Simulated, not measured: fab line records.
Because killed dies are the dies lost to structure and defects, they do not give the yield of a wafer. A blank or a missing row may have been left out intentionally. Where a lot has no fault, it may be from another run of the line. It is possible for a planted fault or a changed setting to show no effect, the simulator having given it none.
Struck lot and sound lot, side by side || flow sky130 || 44 out of 708 route steps
Sound: wafers L564.2, L564.3, L564.5. Struck: wafer L558.3 (L558.1, L558.6, from the same lot, were not struck and are left out); the cause is given at the end.
At each step with rows: each side's tool, then ch and its chambers, then its first start. Under that, the readings that differ: sound wafers || struck wafers || difference of the means || sigmas: that difference in standard deviations of wafers without a fault.
alike: words and numbers the same on both sides, and readings whose means are apart by under 2 such deviations; not compared: readings that were withheld, readings missing a value for some wafer, numbers with overlapping values and no deviation given by the record, and bounds like >300 which may hide the same value.
Wherever a step has rows on one side only, a row that says differs or no value, or a row with sigmas, the two part there. Numbers that don't overlap but have no deviation are shown without sigmas and don't part them. A reading that every wafer of one side lacks parts them only if that side has two wafers or more.

SKY_SONOS_ONO_THK_MEAS_03:
  struck on film metro-01, day 15 19:34; sound on film metro-02, day 18 02:54
  alike: SONOS_ONO_CVD_02_THK
then, 1 step without rows for these wafers: SKY_SONOS_ONO_CVD_04 (deposits SiO2 from SiH4/N2O, target thk 5.7199 nm).
SKY_SONOS_ONO_THK_MEAS_05:
  struck on film metro-03, day 15 20:53; sound on film metro-02, day 18 04:13
  alike: SONOS_ONO_CVD_04_THK
then, 7 steps without rows for these wafers: SKY_SONOS_ONO_DEHYDRATE_06 (time 60 s); SKY_SONOS_ONO_HMDS_07 (prime time 60 s); SKY_SONOS_ONO_COAT_08 (resist thk 1140 nm); SKY_SONOS_ONO_SOFTBAKE_09 (time 60 s); SKY_SONOS_ONO_EXPOSE_10 (exposes mask ONOM, target cd 410 nm); SKY_SONOS_ONO_PEB_11; SKY_SONOS_ONO_DEVELOP_12 (develop time 60 s).
SKY_SONOS_ONO_CD_MEAS_13: the cd target is 410 nm.
  struck on cd sem-02, day 17 01:16; sound on cd sem-01, day 19 10:11
{"reading": "cd nm (nm)", "sound": "408.6 408.7 409.6", "struck": 414.5, "difference": "+5.5", "sigmas": "+3"}
SKY_SONOS_ONO_OVL_MEAS_14:
  struck on overlay-02, day 17 01:23; sound on overlay-01, day 19 10:18
{"reading": "SONOS_ONO_OVL (nm)", "sound": "-0.9 -0.4 -1.1", "struck": 2.8, "difference": "+3.6", "sigmas": "+2"}
SKY_SONOS_ONO_ETCH_15: etches the open film in CHF3/O2, target depth 19.52 nm, time 7.8 s.
  sound on rie diel-01 ch 0,2,3, day 19 10:20; struck on rie diel-01 ch 1, day 17 01:26
{"reading": "model.SONOS_ONO.feature depth nm (nm)", "sound": "19.66 19.24 19.05", "struck": 4.895, "difference": -14.422, "sigmas": ""}
{"reading": "model.etch.depth nm (nm)", "sound": "19.66 19.24 19.05", "struck": 4.896, "difference": -14.421, "sigmas": ""}
{"reading": "model.NOVOLAK_of_SONOS_ONO_COAT_08.thk nm (nm)", "sound": "1122 1125 1125", "struck": 1137, "difference": "+13", "sigmas": ""}
  alike: drypump motor current A, oes product au, throttle valve pct
  not compared: rf hours counter h
then, 1 step without rows for these wafers: SKY_SONOS_ONO_WET_ETCH_16 (etches SiO2 in dHF, target depth 14 nm, time 280 s).
SKY_SONOS_ONO_STRIP_17: strips in O2/N2.
  sound on plasma asher-01 ch 0,1, day 19 10:26; struck on plasma asher-03 ch 0, day 17 01:32
{"reading": "strip time to endpoint s (s)", "sound": "14.08 14.11 14.11", "struck": 14.24, "difference": "+0.14", "sigmas": "+4"}
  alike: drypump motor current A, oes product au
  not compared: rf hours counter h
then, 3 steps without rows for these wafers: SKY_SONOS_ONO_WET_ETCH_18 (etches Si3N4 in H3PO4, target depth 15 nm, time 172 s); SKY_GATE_OXIDE_CLEAN_00 (cleans in SC1/SC2, time 150 s); SKY_GATE_OXIDE_OXIDATION_01 (stabilise 600 s, purge 300 s, target thk 10.268 nm).
SKY_GATE_OXIDE_THK_MEAS_02:
  struck on film metro-03, day 17 03:13; sound on film metro-03, day 19 12:04
  alike: GATE_OXIDE_OXIDATION_00_THK
then, 7 steps without rows for these wafers: SKY_GATE_OXIDE_DEHYDRATE_03 (time 60 s); SKY_GATE_OXIDE_HMDS_04 (prime time 60 s); SKY_GATE_OXIDE_COAT_05 (resist thk 1140 nm); SKY_GATE_OXIDE_SOFTBAKE_06 (time 60 s); SKY_GATE_OXIDE_EXPOSE_07 (exposes mask LVOM, target cd 600 nm); SKY_GATE_OXIDE_PEB_08; SKY_GATE_OXIDE_DEVELOP_09 (develop time 60 s).
SKY_GATE_OXIDE_OVL_MEAS_10:
  struck on overlay-02, day 18 08:52; sound on overlay-01, day 20 19:20
  alike: GATE_OXIDE_OVL
then, 2 steps without rows for these wafers: SKY_GATE_OXIDE_IMPLANT_11; SKY_GATE_OXIDE_WET_ETCH_12 (etches SiO2 in dHF, target depth 16.8 nm, time 336 s).
SKY_GATE_OXIDE_STRIP_13: strips in O2/N2.
  sound on plasma asher-01 ch 0, day 20 19:37; struck on plasma asher-02 ch 0, day 18 09:10
  alike: drypump motor current A, oes product au, strip time to endpoint s
  not compared: rf hours counter h
SKY_GATE_OXIDE_TW_MEAS_14:
  struck on film metro-02, day 18 09:16; sound on film metro-04, day 20 19:44
{"reading": "GATE_OXIDE_TW", "sound": "223.9 225.3 224.9", "struck": 219.3, "difference": -5.4, "sigmas": -3}
then, 3 steps without rows for these wafers: SKY_GATE_OXIDE_CLEAN_15 (cleans in SC1/SC2, time 150 s); SKY_GATE_OXIDE_OXIDATION_16 (stabilise 600 s, purge 300 s, target thk 3.57 nm); SKY_POLY_GATE_CVD_00 (deposits poly-Si, target thk 180 nm, time 720 s).
SKY_POLY_GATE_THK_MEAS_01:
  struck on film metro-04, day 18 14:21; sound on film metro-03, day 20 23:55
  alike: POLY_GATE_CVD_00_THK
then, 7 steps without rows for these wafers: SKY_RES_PROTECT_DEHYDRATE_00 (time 60 s); SKY_RES_PROTECT_HMDS_01 (prime time 60 s); SKY_RES_PROTECT_COAT_02 (resist thk 1140 nm); SKY_RES_PROTECT_SOFTBAKE_03 (time 60 s); SKY_RES_PROTECT_EXPOSE_04 (exposes mask RPM, target cd 1270 nm); SKY_RES_PROTECT_PEB_05; SKY_RES_PROTECT_DEVELOP_06 (develop time 60 s).
-- the record jumps here: 14 days lie between the struck wafers' starts before and after (it left off in module RES_PROTECT and takes up again in module SALICIDE, whose first step shown is number 361 of the route) --
SKY_SALICIDE_CLEAN_00: cleans in HF-last, time 30 s.
  sound on wet bench-01 ch 1, day 34 11:01; struck on wet bench-01 ch 1, day 32 12:56
{"reading": "model.SiO2_of_FIELD_ISO_CVD_24.thk nm (nm)", "sound": "359.1 359.4 358.9", "struck": 359.8, "difference": "+0.7", "sigmas": ""}
-- the record jumps here: 17 days lie between the struck wafers' starts before and after (it left off in module SALICIDE and takes up again in module PAD_OPEN, whose first step shown is number 708 of the route) --
SKY_PAD_OPEN_PROBE_99:
  struck on prober-01, day 49 07:38; sound on prober-01, day 50 11:48
{"reading": "model.etest.nfet_16v.r on ohm um", "sound": "1.4e+04 1.395e+04 1.391e+04", "struck": 1.828e+04, "difference": "+4.327e+03", "sigmas": ""}
{"reading": "model.etest.pfet_16v.r on ohm um", "sound": "1.516e+04 1.534e+04 1.541e+04", "struck": 1.598e+04, "difference": "+6.767e+02", "sigmas": ""}
{"reading": "model.etest.pfet g5v0d10v5.r on ohm um", "sound": "4773 4685 4753", "struck": 5381, "difference": "+644", "sigmas": ""}
{"reading": "model.etest.nfet g5v0d10v5.r on ohm um", "sound": "1882 1864 1871", "struck": 2500, "difference": "+628", "sigmas": ""}
{"reading": "model.etest.nfet g5v0d10v5.drive ua um", "sound": "611.4 613.6 602.7", "struck": 388.2, "difference": -221.0, "sigmas": ""}
{"reading": "model.etest.tip sonos.rs ohm sq", "sound": "2636 2645 2648", "struck": 2990, "difference": "+347", "sigmas": ""}
{"reading": "model.etest.nfet_05v0_nvt.drive ua um", "sound": "573.6 585.5 580.1", "struck": 417.4, "difference": -162.3, "sigmas": ""}
{"reading": "model.etest.nfet_16v.drive ua um", "sound": "222.7 224 221.3", "struck": 128.2, "difference": -94.5, "sigmas": ""}
  alike: killed_at_M0_to_M3, killed_at_M4_up, killed at contacts, killed at front end, killed at other, killed dies, killed open, killed short

## WHERE THEY PART
Last at SKY_GATE_OXIDE_TW_MEAS_14 as far as this record goes, first at SKY_SONOS_ONO_CD_MEAS_13. Later steps at which nothing parts them and some readings are alike: SKY_POLY_GATE_THK_MEAS_01, SKY_PAD_OPEN_PROBE_99.

WHY: what the simulator had put in
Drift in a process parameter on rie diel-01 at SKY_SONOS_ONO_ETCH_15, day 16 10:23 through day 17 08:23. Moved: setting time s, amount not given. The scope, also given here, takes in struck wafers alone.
